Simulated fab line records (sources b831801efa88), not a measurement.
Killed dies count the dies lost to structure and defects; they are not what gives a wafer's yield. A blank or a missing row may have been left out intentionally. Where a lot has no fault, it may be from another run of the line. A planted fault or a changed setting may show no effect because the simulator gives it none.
Comparing a struck lot with a sound one	flow sky130	17 steps out of a route of 708
Sound: wafers L234.2, L234.5, L234.6. The struck wafers were L249.1, L249.4, L249.5. The cause is named last.
At each step with rows: each side's tool, then ch and its chambers, then its first start. Under that, the readings that differ: sound wafers	struck wafers	difference of the means	sigmas: that difference in standard deviations of wafers without a fault.
alike: readings with means less than 2 such deviations apart, plus words and numbers identical on both sides. not compared: withheld readings, readings lacking a value on some wafer, bounds such as >300 that could conceal the same value, and numbers that have no deviation in the record and whose values overlap.
A row with sigmas, a row that says differs or no value, or rows on one side alone: a step with any of these is where the two part. Non-overlapping numbers with no deviation appear without sigmas and do not part them. A reading that every wafer of one side lacks parts them only if that side has two wafers or more.

SKY_VT_ADJUST_LVTN_OVL_MEAS_07:
  sound: overlay-02 at day 8 15:52; struck: overlay-02 at day 12 08:05
  alike: VT_ADJUST_LVTN_OVL
then, 1 step without rows for these wafers: SKY_VT_ADJUST_LVTN_IMPLANT_08.
SKY_VT_ADJUST_LVTN_STRIP_09: strips in O2/N2.
  sound on plasmaAsher-04 ch 0,1, day 8 16:03; struck on plasmaAsher-04 ch 0,1, day 12 08:16
  alike: drypumpMotorCurrentA, oesProductAu, stripTimeToEndpointS
  not compared: rfHoursCounterH
SKY_VT_ADJUST_LVTN_TW_MEAS_10:
  sound: filmMetro-04 at day 8 16:10; struck: filmMetro-03 at day 12 08:22
  alike: VT_ADJUST_LVTN_TW
then, 7 steps without rows for these wafers: SKY_VT_ADJUST_LVTN_DEHYDRATE_11 (time 60 s); SKY_VT_ADJUST_LVTN_HMDS_12 (prime time 61.03 s); SKY_VT_ADJUST_LVTN_COAT_13 (resist thk 1140 nm); SKY_VT_ADJUST_LVTN_SOFTBAKE_14 (time 60 s); SKY_VT_ADJUST_LVTN_EXPOSE_15 (exposes mask HVN STD DERIVED, target cd 600 nm); SKY_VT_ADJUST_LVTN_PEB_16; SKY_VT_ADJUST_LVTN_DEVELOP_17 (develop time 60 s).
SKY_VT_ADJUST_LVTN_OVL_MEAS_18:
  sound: overlay-02 at day 9 12:34; struck: overlay-02 at day 13 09:46
  alike: VT_ADJUST_LVTN_01_OVL
SKY_VT_ADJUST_LVTN_IMPLANT_19:
  sound on implanter-01 ch 0, day 9 12:37; struck on implanter-01 ch 0, day 13 10:07
  alike: doseIonsCm2, endStationPressureTorr
SKY_VT_ADJUST_LVTN_STRIP_20: strips in O2/N2.
  sound on plasmaAsher-03 ch 0,1, day 9 12:45; struck on plasmaAsher-03 ch 0, day 13 10:16
  alike: drypumpMotorCurrentA, oesProductAu, stripTimeToEndpointS
  not compared: rfHoursCounterH
SKY_VT_ADJUST_LVTN_TW_MEAS_21:
  sound: filmMetro-03 at day 9 12:52; struck: filmMetro-03 at day 13 10:22
reading	sound	struck	difference	sigmas
VT_ADJUST_LVTN_2_TW	190.2 188.8 189.9	228.5 230.0 228.6	+39.4	+30
then, 1 step without rows for these wafers: SKY_VT_ADJUST_NCORE_DEHYDRATE_00 (time 60 s).
-- record jumps: 37 days separate the struck wafers' starts on either side; left off in module VT_ADJUST_NCORE, taken up again in module PAD_OPEN, whose first shown step is the route's number 708 --
SKY_PAD_OPEN_PROBE_99:
  sound: prober-02 at day 47 15:40; struck: prober-02 at day 50 17:14
reading	sound	struck	difference	sigmas
model.etest.pfet_16v.rOnOhmUm	1.45e+04 1.504e+04 1.496e+04	1.409e+04 1.431e+04 1.429e+04	-6.033e+02	
model.etest.resPwellUnderGate.rsOhmSq	2303 2280 2302	2175 2174 2153	-128	
model.etest.nfetG5v0d10v5.rOnOhmUm	1885 1920 1910	1925 1968 1960	+46	
model.etest.tip_n_5v.rsOhmSq	1376 1388 1396	1414 1414 1416	+28	
model.etest.nfetG5v0d10v5.driveUaUm	602.9 592.6 587.5	578.9 565.3 571.9	-22.3	
model.etest.nfet_16v.driveUaUm	220.7 216.2 214.5	208 201.5 205.9	-12	
model.etest.pfet_16v.driveUaUm	251.8 246.8 244.2	258.1 252.5 256.3	+8.0	
  alike: killed_at_M0_to_M3, killed_at_M4_up, killedAtContacts, killedAtFrontEnd, killedAtOther, killedDies, killedOpen, killedShort
  not compared: model.etest.nfet_16v.rOnOhmUm

WHERE THEY PART
Only at SKY_VT_ADJUST_LVTN_TW_MEAS_21, within this record. Later steps at which nothing parts them and some readings are alike: SKY_PAD_OPEN_PROBE_99.

WHY: what the simulator had put in
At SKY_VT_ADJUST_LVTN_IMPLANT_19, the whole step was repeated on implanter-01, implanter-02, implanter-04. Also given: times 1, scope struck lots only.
